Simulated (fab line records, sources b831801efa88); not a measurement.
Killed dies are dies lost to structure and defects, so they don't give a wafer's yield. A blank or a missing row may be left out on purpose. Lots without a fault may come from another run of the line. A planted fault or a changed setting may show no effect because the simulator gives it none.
Which tool did it? | flow sky130 | 11 lots, 33 wafers sampled, at 3 steps of a route of 708

WHAT THE GAUGES READ, wafer by wafer
SKY_VIA4_THK_MEAS_20: measures by xrf. Usual: VIA4_W_THK 513 nm, standard deviation 8.
lot  | measured     | on            | VIA4_W_THK (nm) | flag
L846 | day 42 20:58 | film_metro-02 | 507 513 504     |
L847 | day 42 21:19 | film_metro-03 | 514 508 508     |
L848 | day 43 00:34 | film_metro-03 | 510 512 511     |
L849 | day 43 20:00 | film_metro-02 | 513 516 521     |
L853 | day 44 23:38 | film_metro-03 | 514 520 516     |
L856 | day 45 15:53 | film_metro-01 | 500 497 504     |
L860 | day 46 17:45 | film_metro-02 | 519 526 529     |
L861 | day 47 04:41 | film_metro-01 | 509 512 512     |
L865 | day 47 22:06 | film_metro-01 | 514 508 516     |
L867 | day 47 23:20 | film_metro-02 | 508 516 518     |
L868 | day 48 08:47 | film_metro-03 | 511 523 503     |

WHICH TOOL RAN EACH LOT (tool, then ch and the chambers of the sampled wafers, then the start)
lot  | SKY_VIA2_ETCH_14                   | SKY_METAL4_ETCH_16
L846 | rie_diel-01 ch 0,1,3, day 36 06:45 | rie_metal-03 ch 0,1, day 41 18:44
L847 | rie_diel-02 ch 0,1, day 36 09:24   | rie_metal-01 ch 0,1, day 41 19:47
L848 | rie_diel-04 ch 1,2, day 36 14:36   | rie_metal-04 ch 0, day 41 23:14
L849 | rie_diel-02 ch 2,3, day 37 08:15   | rie_metal-01 ch 0,1, day 42 18:20
L853 | rie_diel-01 ch 0,1, day 38 14:57   | rie_metal-03 ch 0, day 43 21:29
L856 | rie_diel-01 ch 0,2, day 39 11:12   | rie_metal-01 ch 0, day 44 15:56
L860 | rie_diel-04 ch 1,2,3, day 40 17:09 | rie_metal-04 ch 0,1, day 45 19:14
L861 | rie_diel-04 ch 0,1,2, day 41 08:15 | rie_metal-03 ch 0, day 46 05:53
L865 | rie_diel-04 ch 0,2,3, day 42 04:48 | rie_metal-01 ch 0,1, day 47 00:00
L867 | rie_diel-01 ch 0,1,3, day 42 08:10 | rie_metal-04 ch 0,1, day 47 01:05
L868 | rie_diel-01 ch 0,1,3, day 42 18:40 | rie_metal-03 ch 0,1, day 47 11:03
- SKY_VIA2_ETCH_14: etches BARC in N2/H2, stops on SiO2, time 45.9 s, target depth 60 nm.
- SKY_METAL4_ETCH_16: etches BARC in N2/H2, stops on SiO2, time 88.2 s, target depth 60 nm.

WHAT THE TOOLS THEMSELVES READ (means of the sampled wafers that have a number; where no wafer has one, the mark that the record gives instead)
SKY_VIA2_ETCH_14. Usual: chamber_pressure_mTorr 30.000 mTorr, standard deviation 0.027; drypump_motor_current_A 5.7 A, standard deviation 0.31; oes_product_au 0.855 a.u., standard deviation 0.0041; throttle_valve_pct 13.226 %, standard deviation 0.0088.
lot  | tool        | chamber_pressure_mTorr (mTorr) | drypump_motor_current_A (A) | oes_product_au (a.u.) | throttle_valve_pct (%) | flag
L846 | rie_diel-01 | 29.997                         | 5.5                         | 0.855                 | 13.223                 |
L847 | rie_diel-02 | 30.011                         | 5.6                         | 0.855                 | 13.221                 |
L848 | rie_diel-04 | 30.006                         | 5.7                         | 0.850                 | 13.225                 |
L849 | rie_diel-02 | 30.017                         | 5.5                         | 0.858                 | 13.225                 |
L853 | rie_diel-01 | 29.967                         | 5.5                         | 0.852                 | 13.226                 |
L856 | rie_diel-01 | 30.015                         | 5.8                         | 0.852                 | 13.220                 |
L860 | rie_diel-04 | 29.977                         | 5.6                         | 0.853                 | 13.217                 |
L861 | rie_diel-04 | 29.998                         | 5.9                         | 0.856                 | 13.217                 |
L865 | rie_diel-04 | 29.997                         | 5.9                         | 0.856                 | 13.226                 |
L867 | rie_diel-01 | 29.992                         | 5.5                         | 0.856                 | 13.216                 |
L868 | rie_diel-01 | 30.017                         | 5.6                         | 0.853                 | 13.228                 |

SKY_METAL4_ETCH_16. Usual: chamber_pressure_mTorr 29.996 mTorr, standard deviation 0.025; drypump_motor_current_A 5.6 A, standard deviation 0.41; oes_product_au 0.626 a.u., standard deviation 0.0044; throttle_valve_pct 13.205 %, standard deviation 0.011.
lot  | tool         | chamber_pressure_mTorr (mTorr) | drypump_motor_current_A (A) | oes_product_au (a.u.) | throttle_valve_pct (%) | flag
L846 | rie_metal-03 | 29.996                         | 5.6                         | 0.626                 | 13.201                 |
L847 | rie_metal-01 | 29.989                         | 5.6                         | 0.629                 | 13.202                 |
L848 | rie_metal-04 | 29.988                         | 5.9                         | 0.628                 | 13.192                 |
L849 | rie_metal-01 | 29.959                         | 5.3                         | 0.626                 | 13.206                 |
L853 | rie_metal-03 | 29.978                         | 5.9                         | 0.631                 | 13.206                 |
L856 | rie_metal-01 | 30.017                         | 4.9                         | 0.623                 | 13.211                 |
L860 | rie_metal-04 | 29.967                         | 5.9                         | 0.623                 | 13.209                 |
L861 | rie_metal-03 | 29.982                         | 5.9                         | 0.624                 | 13.210                 |
L865 | rie_metal-01 | 30.003                         | 5.6                         | 0.620                 | 13.195                 |
L867 | rie_metal-04 | 29.995                         | 5.9                         | 0.626                 | 13.215                 |
L868 | rie_metal-03 | 29.994                         | 5.6                         | 0.626                 | 13.206                 |

THE ANSWER, worked out from the rows above alone
Rule: a lot is off if the mean of its wafers that have a number lies more than 3 standard deviations from the usual mean. A lot without any number at a reading at which 4 lots or more have one is off too. The other lots that the step has rows for count as sound. The gauges are gone through in route order, then the tools' own readings, and for those a lot's mean is taken as printed above. The first step at which some lot is off is used, and at that step the reading that is off furthest; a lot without a number counts as furthest.
No lot is off at any reading shown: from this, nothing can be told.

WHAT THE SIMULATOR HAD PUT IN
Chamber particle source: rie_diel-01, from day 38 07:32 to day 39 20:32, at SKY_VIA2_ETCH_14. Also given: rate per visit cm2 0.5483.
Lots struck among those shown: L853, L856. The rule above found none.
